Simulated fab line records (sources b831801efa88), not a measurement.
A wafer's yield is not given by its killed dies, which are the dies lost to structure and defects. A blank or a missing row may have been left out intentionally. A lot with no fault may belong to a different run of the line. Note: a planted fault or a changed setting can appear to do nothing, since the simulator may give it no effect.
Chamber matching ; flow sky130 ; 3 sister chambers for SKY_PASSIVATION_CVD_02 on pecvd-02
The step deposits Si3N4, target thk 540 nm. 6 wafers are shown with their chamber, then 8 later ones without.

## WAFERS, EACH WITH ITS CHAMBER
wafer;chamber;heaterPowerW (W)
L826.2;0;861
L826.4;0;891
L829.3;1;651
L832.4;2;746
L832.5;1;649
L835.3;2;739

## WAFERS MISSING THEIR CHAMBER
wafer;heaterPowerW (W)
L835.4;759
L835.6;770
L836.3;813
L836.4;844
L836.5;681
L837.2;667
L837.3;713
L837.6;902

## THE CHAMBER EACH PASSED THROUGH
wafer;from the rows above;in truth
L835.4;2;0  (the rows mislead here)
L835.6;2;2
L836.3;can't be placed: 0 or 2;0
L836.4;0;0
L836.5;1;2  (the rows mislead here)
L837.2;1;1
L837.3;2;2
L837.6;0;0
Placed correctly: 5 of 8. Cannot be placed on the basis of these rows: 1; the candidates contain the true chamber in 1. Wrongly placed: 2.
How it was worked out, from the rows above alone: a wafer's distance from a chamber is the root of the sum, over the readings, of the square of ((its reading less the chamber's mean) divided by the reading's scatter). The wafer belongs to the nearest chamber; if the next one is less than 2 further off, it can't be placed. Each chamber's mean is taken over the wafers shown for it. The scatter is the square root of a quotient: the sum, over the shown wafers, of each reading's squared deviation from its chamber's mean, divided by wafers minus chambers.
